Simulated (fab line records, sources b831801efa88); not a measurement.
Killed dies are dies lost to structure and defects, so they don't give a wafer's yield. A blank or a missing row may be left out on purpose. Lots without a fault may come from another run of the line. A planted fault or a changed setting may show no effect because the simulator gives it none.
A struck lot beside a sound one | flow sky130 | 44 steps out of a route of 708
Sound: wafers L799.1, L799.2, L799.6. Struck: wafer L787.4. (L787.1, L787.6 of the same lot were not struck and are left out.) The cause comes at the end.
At each step with rows: each side's tool, then ch and its chambers, then its first start. Under that, the readings that differ: sound wafers | struck wafers | difference of the means | sigmas: that difference in standard deviations of wafers without a fault.
alike: readings whose means differ by less than 2 such deviations, and words and numbers that are the same on both sides. not compared: withheld readings, readings that some wafer has no value for, bounds like >300 that may hide the same value, and numbers for which the record gives no deviation and whose values overlap.
The two part at a step that has a row with sigmas, a row that says differs or no value, or rows on one side only. Numbers that don't overlap but have no deviation are shown without sigmas and don't part them. A reading that every wafer of one side lacks parts them only if that side has two wafers or more.

SKY_SONOS_ONO_THK_MEAS_03:
  sound on film_metro-02, day 16 20:58; struck on film_metro-02, day 12 16:41
  alike: SONOS_ONO_CVD_02_THK
then, 1 step without rows for these wafers: SKY_SONOS_ONO_CVD_04 (deposits SiO2 from SiH4/N2O, target thk 5.7199 nm).
SKY_SONOS_ONO_THK_MEAS_05:
  sound on film_metro-04, day 16 22:17; struck on film_metro-04, day 12 18:00
  alike: SONOS_ONO_CVD_04_THK
then, 7 steps without rows for these wafers: SKY_SONOS_ONO_DEHYDRATE_06 (time 60 s); SKY_SONOS_ONO_HMDS_07 (prime time 60 s); SKY_SONOS_ONO_COAT_08 (resist thk 1140 nm); SKY_SONOS_ONO_SOFTBAKE_09 (time 60 s); SKY_SONOS_ONO_EXPOSE_10 (exposes mask ONOM, target cd 410 nm); SKY_SONOS_ONO_PEB_11; SKY_SONOS_ONO_DEVELOP_12 (develop time 60 s).
SKY_SONOS_ONO_CD_MEAS_13: target cd 410 nm.
  sound on cd_sem-01, day 18 03:35; struck on cd_sem-02, day 13 18:59
  alike: cd_nm
SKY_SONOS_ONO_OVL_MEAS_14:
  sound on overlay-01, day 18 03:43; struck on overlay-01, day 13 19:06
  alike: SONOS_ONO_OVL
SKY_SONOS_ONO_ETCH_15: etches the open film in CHF3/O2, target depth 19.52 nm, time 7.8 s.
  sound on rie_diel-02 ch 0,2,3, day 18 03:45; struck on rie_diel-01 ch 1, day 13 19:08
  reading                                        | sound             | struck | difference | sigmas
  model.etch.depth_nm (nm)                       | 19.79 19.53 19.86 | 6.78   | -12.95     |
  model.SONOS_ONO.feature_depth_nm (nm)          | 19.79 19.53 19.86 | 6.78   | -12.95     |
  model.NOVOLAK_of_SONOS_ONO_COAT_08.thk_nm (nm) | 1124 1127 1120    | 1138   | +14        |
  alike: drypump_motor_current_A, oes_product_au, throttle_valve_pct
  not compared: bias_w, rf_hours_counter_h
then, 1 step without rows for these wafers: SKY_SONOS_ONO_WET_ETCH_16 (etches SiO2 in dHF, target depth 14 nm, time 280 s).
SKY_SONOS_ONO_STRIP_17: strips in O2/N2.
  sound on plasma_asher-03 ch 0,1, day 18 03:52; struck on plasma_asher-02 ch 0, day 13 19:15
  reading                      | sound             | struck | difference | sigmas
  strip_time_to_endpoint_s (s) | 14.11 14.14 14.04 | 14.25  | +0.15      | +4
  alike: drypump_motor_current_A, oes_product_au
  not compared: rf_hours_counter_h
then, 3 steps without rows for these wafers: SKY_SONOS_ONO_WET_ETCH_18 (etches Si3N4 in H3PO4, target depth 15 nm, time 172 s); SKY_GATE_OXIDE_CLEAN_00 (cleans in SC1/SC2, time 150 s); SKY_GATE_OXIDE_OXIDATION_01 (stabilise 600 s, purge 300 s, target thk 10.268 nm).
SKY_GATE_OXIDE_THK_MEAS_02:
  sound on film_metro-04, day 18 06:23; struck on film_metro-01, day 13 23:07
  alike: GATE_OXIDE_OXIDATION_00_THK
then, 7 steps without rows for these wafers: SKY_GATE_OXIDE_DEHYDRATE_03 (time 60 s); SKY_GATE_OXIDE_HMDS_04 (prime time 60 s); SKY_GATE_OXIDE_COAT_05 (resist thk 1140 nm); SKY_GATE_OXIDE_SOFTBAKE_06 (time 60 s); SKY_GATE_OXIDE_EXPOSE_07 (exposes mask LVOM, target cd 600 nm); SKY_GATE_OXIDE_PEB_08; SKY_GATE_OXIDE_DEVELOP_09 (develop time 60 s).
SKY_GATE_OXIDE_OVL_MEAS_10:
  sound on overlay-02, day 19 12:50; struck on overlay-02, day 15 01:15
  reading             | sound          | struck | difference | sigmas
  GATE_OXIDE_OVL (nm) | -0.9 -1.5 -3.5 | 3.2    | +5.2       | +3
then, 2 steps without rows for these wafers: SKY_GATE_OXIDE_IMPLANT_11; SKY_GATE_OXIDE_WET_ETCH_12 (etches SiO2 in dHF, target depth 16.8 nm, time 336 s).
SKY_GATE_OXIDE_STRIP_13: strips in O2/N2.
  sound on plasma_asher-02 ch 0,1, day 19 13:07; struck on plasma_asher-02 ch 0, day 15 01:32
  alike: drypump_motor_current_A, oes_product_au, strip_time_to_endpoint_s
  not compared: rf_hours_counter_h
SKY_GATE_OXIDE_TW_MEAS_14:
  sound on film_metro-01, day 19 13:13; struck on film_metro-04, day 15 01:38
  alike: GATE_OXIDE_TW
then, 3 steps without rows for these wafers: SKY_GATE_OXIDE_CLEAN_15 (cleans in SC1/SC2, time 150 s); SKY_GATE_OXIDE_OXIDATION_16 (stabilise 600 s, purge 300 s, target thk 3.57 nm); SKY_POLY_GATE_CVD_00 (deposits poly-Si, target thk 180 nm, time 720 s).
SKY_POLY_GATE_THK_MEAS_01:
  sound on film_metro-02, day 19 16:04; struck on film_metro-01, day 15 04:46
  alike: POLY_GATE_CVD_00_THK
then, 7 steps without rows for these wafers: SKY_RES_PROTECT_DEHYDRATE_00 (time 60 s); SKY_RES_PROTECT_HMDS_01 (prime time 60 s); SKY_RES_PROTECT_COAT_02 (resist thk 1140 nm); SKY_RES_PROTECT_SOFTBAKE_03 (time 60 s); SKY_RES_PROTECT_EXPOSE_04 (exposes mask RPM, target cd 1270 nm); SKY_RES_PROTECT_PEB_05; SKY_RES_PROTECT_DEVELOP_06 (develop time 60 s).
-- the record jumps here: 14 days lie between the struck wafers' starts before and after (it left off in module RES_PROTECT and takes up again in module SALICIDE, whose first step shown is number 361 of the route) --
SKY_SALICIDE_CLEAN_00: cleans in HF-last, time 30 s.
  sound on wet_bench-04 ch 3, day 33 11:02; struck on wet_bench-02 ch 3, day 29 07:05
  reading                                    | sound             | struck | difference | sigmas
  model.SiO2_of_FIELD_ISO_CVD_24.thk_nm (nm) | 356.3 357.6 357.9 | 360    | +3         |
-- the record jumps here: 18 days lie between the struck wafers' starts before and after (it left off in module SALICIDE and takes up again in module PAD_OPEN, whose first step shown is number 708 of the route) --
SKY_PAD_OPEN_PROBE_99:
  sound on prober-01, day 49 17:11; struck on prober-01, day 46 23:22
  reading                                | sound                         | struck    | difference | sigmas
  model.etest.nfet_16v.r_on_ohm_um       | 1.389e+04 1.405e+04 1.408e+04 | 1.796e+04 | +3.953e+03 |
  model.etest.pfet_16v.r_on_ohm_um       | 1.531e+04 1.541e+04 1.561e+04 | 1.615e+04 | +7.067e+02 |
  model.etest.pfet_g5v0d10v5.r_on_ohm_um | 4856 4823 4913                | 5444      | +580       |
  model.etest.nfet_g5v0d10v5.r_on_ohm_um | 1891 1884 1943                | 2444      | +538       |
  model.etest.nfet_g5v0d10v5.drive_ua_um | 591.4 594.2 582               | 399.7     | -189.5     |
  model.etest.tip_sonos.rs_ohm_sq        | 2808 2775 2847                | 2924      | +114       |
  model.etest.nfet_05v0_nvt.drive_ua_um  | 567 572.4 558.4               | 424.7     | -141.2     |
  model.etest.nfet_16v.drive_ua_um       | 221.7 218 215.6               | 131.4     | -87.0      |

WHERE THEY PART
First at SKY_SONOS_ONO_STRIP_17; last, within this record, at SKY_GATE_OXIDE_OVL_MEAS_10. Later steps at which nothing parts them and some readings are alike: SKY_GATE_OXIDE_STRIP_13, SKY_GATE_OXIDE_TW_MEAS_14, SKY_POLY_GATE_THK_MEAS_01.

WHY: what the simulator had put in
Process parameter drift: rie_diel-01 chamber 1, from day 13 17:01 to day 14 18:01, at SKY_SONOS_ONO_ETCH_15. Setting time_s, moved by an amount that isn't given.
